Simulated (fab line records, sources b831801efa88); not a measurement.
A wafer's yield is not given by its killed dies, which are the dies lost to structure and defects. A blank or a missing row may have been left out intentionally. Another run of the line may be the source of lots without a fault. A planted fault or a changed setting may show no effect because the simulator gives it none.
The same fault as seen by 2 desks :: flow gf180mcu :: each desk has only its own numbers; what lay behind them comes last

THE TOOL OWNER'S DESK: implanter-01
The tool's own readings at GF_DNWELL_IMPLANT_07, given as means over the sampled wafers that have a number, one for each lot that went through this tool. The brackets show how far a lot's mean lies from the usual mean; more than 4 standard deviations puts the lot out of limits, marked OUT.
Columns: A = beam_on_s at GF_DNWELL_IMPLANT_07, usual 10.01 s; B = dose_ions_cm2 at GF_DNWELL_IMPLANT_07, usual 1.0001e+13; C = faraday_current_uA at GF_DNWELL_IMPLANT_07, usual 56.3; D = tilt_deg at GF_DNWELL_IMPLANT_07, usual -0.001 degrees
lot: L804
first seen here: day 3 11:00
A: 10.08
B: 1.0001e+13
C: 55.9
D: 0.026

lot: L805
first seen here: day 3 14:27
A: 10.05
B: 9.9967e+12
C: 56.0
D: 0.023

lot: L806
first seen here: day 3 22:43
A: 9.95
B: 1.0006e+13
C: 56.6
D: 0.018

lot: L807
first seen here: day 4 02:11
A: 10.03
B: 9.9763e+12
C: 56.2
D: -0.023

lot: L811
first seen here: day 5 01:11
A: 10.19
B: 1.5055e+13 (+99 or more) OUT
C: 83.1 (+24) OUT
D: 0.035

lot: L813
first seen here: day 5 09:33
A: 10.07
B: 1.5049e+13 (+99 or more) OUT
C: 84.2 (+25) OUT
D: 0.025
Finding of this desk: L811, L813 out of limits; the first was L811 at day 5 01:11, on dose_ions_cm2 at GF_DNWELL_IMPLANT_07. Within limits: L804, L805, L806, L807.

METROLOGY DESK
What the gauges read, lot by lot, whatever tool the lot ran on: means of the sampled wafers that have a number. The brackets show how far a lot's mean lies from the usual mean; more than 4 standard deviations puts the lot out of limits, marked OUT.
Columns: A = STI_OXIDATION_THK at GF_STI_THK_MEAS_02, usual 9.93 nm; B = DNWELL_TW at GF_DNWELL_TW_MEAS_09, usual 1342; C = MVSD_OVL at GF_MVSD_OVL_MEAS_07, usual 1.0 nm; D = MVPSD_OVL at GF_MVPSD_OVL_MEAS_07, usual 0.8 nm
lot: L801
first seen here: day 1 11:31
A: 10.23
B: 1362
C: 1.3
D: -0.5

lot: L802
first seen here: day 1 16:41
A: 10.16
B: 1330
C: 2.0
D: 0.9

lot: L803
first seen here: day 1 22:23
A: 9.91
B: 1332
C: 0.9
D: 1.1

lot: L804
first seen here: day 2 02:32
A: 10.10
B: 1332
C: 1.1
D: 1.6

lot: L805
first seen here: day 2 07:48
A: 9.89
B: 1355
C: -0.7
D: 1.5

lot: L806
first seen here: day 2 14:16
A: 9.93
B: 1331
C: -0.4
D: 1.0

lot: L807
first seen here: day 2 17:32
A: 9.97
B: 1364
C: 1.7
D: 2.1

lot: L808
first seen here: day 2 22:32
A: 10.00
B: 1329
C: -1.0
D: 0.8

lot: L811
first seen here: day 3 13:59
A: 10.01
B: 1511 (+14) OUT
C: -0.6
D: 0.6

lot: L812
first seen here: day 3 18:31
A: 9.57
B: 1364
C: 2.0
D: 2.1

lot: L813
first seen here: day 3 23:31
A: 10.33
B: 1535 (+16) OUT
C: -0.5
D: 0.8

lot: L819
first seen here: day 5 05:32
A: 9.83
B: 1338
C: 0.4
D: 1.5

lot: L822
first seen here: day 5 20:57
A: 9.70
B: 1347
C: 2.1
D: -0.0

lot: L823
first seen here: day 6 01:31
A: 9.78
B: 1324
C: 0.7
D: 0.8
This desk's result: L811, L813 out of limits, first on L811 (DNWELL_TW at GF_DNWELL_TW_MEAS_09), day 5 01:24. Within limits: L801, L802, L803, L804, L805, L806, L807, L808, L812, L819, L822, L823.

BROUGHT TOGETHER
The tool owner's desk could have raised an alarm at day 5 01:11, on L811, L813.
The metrology desk could have raised an alarm at day 5 01:24, on L811, L813.
GF_DNWELL_IMPLANT_07 was run on implanter-01 by each of the lots named.

WHAT WAS PUT IN BY THE SIMULATOR
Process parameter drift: implanter-01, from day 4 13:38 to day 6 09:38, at GF_DNWELL_IMPLANT_07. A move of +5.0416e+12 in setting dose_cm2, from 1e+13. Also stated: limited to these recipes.
Lots struck among those shown: L811, L813.
Counting hours from when the fault started, the first reading out of limits came at 12 for the tool owner's desk and at 12 for the metrology desk.
